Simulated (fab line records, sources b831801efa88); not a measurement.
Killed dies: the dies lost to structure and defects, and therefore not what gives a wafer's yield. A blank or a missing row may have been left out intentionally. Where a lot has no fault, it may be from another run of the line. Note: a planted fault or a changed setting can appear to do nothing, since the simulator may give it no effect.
Struck lot and sound lot, side by side    flow sky130    35 out of 708 route steps
Sound: wafers L283.2, L283.3, L283.5. The struck wafers were L291.3, L291.4, L291.5. The cause is given at the end.
At each step with rows: each side's tool, then ch and its chambers, then its first start. Under that, the readings that differ: sound wafers    struck wafers    difference of the means    sigmas: that difference in standard deviations of wafers without a fault.
alike: words and numbers the same on both sides, and readings whose means are apart by under 2 such deviations; not compared: readings that were withheld, readings missing a value for some wafer, numbers with overlapping values and no deviation given by the record, and bounds like >300 which may hide the same value.
The two part at a step that has a row with sigmas, a row that says differs or no value, or rows on one side only. Non-overlapping numbers with no deviation appear without sigmas and do not part them. A reading that every wafer of one side lacks parts them only if that side has two wafers or more.

first, 10 steps without rows for these wafers: SKY_VIA3_CLEAN_18 (cleans in IPA, time 180 s); SKY_VIA3_CLEAN_19 (cleans in O3/DIW); SKY_VIA3_SPUTTER_20 (material TiN, target thk 20 nm, time 80 s); SKY_VIA3_CVD_21 (deposits W, target thk 390 nm, time 117.31 s); SKY_VIA3_CMP_24 (polishes, stops on SiO2, t overpolish 20 s, target thk 0 nm); SKY_METAL4_SPUTTER_00 (material Ti, target thk 15 nm, time 10 s); SKY_METAL4_SPUTTER_01 (material TiN, target thk 20 nm, time 16.7 s); SKY_METAL4_SPUTTER_02 (material AlCu, target thk 735 nm, time 39.1 s); SKY_METAL4_SPUTTER_03 (material Ti, target thk 5 nm, time 3.3 s); SKY_METAL4_SPUTTER_04 (material TiN, target thk 70 nm, time 58.3 s).
SKY_CAP2M_CVD_00: deposits SiO2, target thk 15.5 nm.
  sound on pecvd-01 ch 0,1, day 41 23:41; struck on pecvd-02 ch 0,1, day 44 09:29
  alike: heaterPowerW, susceptorTempC
then, 23 steps without rows for these wafers: SKY_CAP2M_SPUTTER_02 (material TiN, target thk 200 nm, time 166.7 s); SKY_CAP2M_DEHYDRATE_05 (time 60 s); SKY_CAP2M_HMDS_06 (prime time 60 s); SKY_CAP2M_COAT_07 (resist thk 1140 nm); SKY_CAP2M_SOFTBAKE_08 (time 60 s); SKY_CAP2M_EXPOSE_09 (exposes mask CAP2M, target cd 1000 nm); SKY_CAP2M_PEB_10; SKY_CAP2M_DEVELOP_11 (develop time 60 s); SKY_CAP2M_METAL_ETCH_13 (etches TiN in Cl2/BCl3, stops on SiO2, target depth 220 nm, time 62.9 s); SKY_CAP2M_STRIP_14 (strips in O2/N2); SKY_CAP2M_STRIP_15 (strips in post etch residue remover, time 1200 s); SKY_CAP2M_CLEAN_16 (cleans in IPA, time 180 s); SKY_CAP2M_CLEAN_17 (cleans in O3/DIW); SKY_METAL4_DEHYDRATE_05 (time 60 s); SKY_METAL4_HMDS_06 (prime time 60 s); SKY_METAL4_COAT_07 (resist thk 60 nm); SKY_METAL4_COAT_08 (resist thk 1140 nm); SKY_METAL4_SOFTBAKE_09 (time 90 s); SKY_METAL4_EXPOSE_10 (exposes mask MM4, target cd 300 nm); SKY_METAL4_PEB_11; SKY_METAL4_DEVELOP_12 (develop time 60 s); SKY_METAL4_DESCUM_15 (chemistry O2, time 8 s); SKY_METAL4_ETCH_16 (etches BARC in N2/H2, stops on SiO2, time 91.81 s, target depth 60 nm).
-- the record jumps here: 5 days lie between the struck wafers' starts before and after (it left off in module METAL4 and takes up again in module PAD_OPEN, whose first step shown is number 708 of the route) --
SKY_PAD_OPEN_PROBE_99:
  sound on prober-01, day 47 16:12; struck on prober-02, day 49 16:05
reading                                sound               struck             difference  sigmas
defectLimitedYield (%)                 80.9 81.7 83.5      76.0 69.5 71.5     -9.7        -5
killedAtOther                          0 0 0               58 66 62           +62         +99 or more
killedDies                             94 90 81            118 150 140        +48         +5
sort_bin_3_pad_short (%)               1.4 0.4 1.0         4.1 4.1 3.7        +3.0        +7
sort_bin_5_function (%)                12.0 12.2 10.4      14.4 17.3 17.1     +4.7        +3
sortNPass                              398 402 411         374 342 352        -48         -5
sortYieldPct (%)                       80.9 81.7 83.5      76.0 69.5 71.5     -9.7        -5
model.etest.tester.sortNPass           398 402 411         374 342 352        -48         
model.etest.tester.sortYieldPct (%)    80.89 81.71 83.54   76.02 69.51 71.54  -9.69       
model.etest.tester.sort_bin_5_pct (%)  11.99 12.2 10.37    14.43 17.28 17.07  +4.74       
model.etest.tester.sort_bin_3_pct (%)  1.423 0.4065 1.016  4.065 4.065 3.659  +2.981      
  alike: killed_at_M0_to_M3, killed_at_M4_up, killedAtContacts, killedAtFrontEnd, killedOpen, killedShort, sort_bin_6_memory

WHERE THEY PART
Within this record, at SKY_PAD_OPEN_PROBE_99 only.

WHY: what the simulator had put in
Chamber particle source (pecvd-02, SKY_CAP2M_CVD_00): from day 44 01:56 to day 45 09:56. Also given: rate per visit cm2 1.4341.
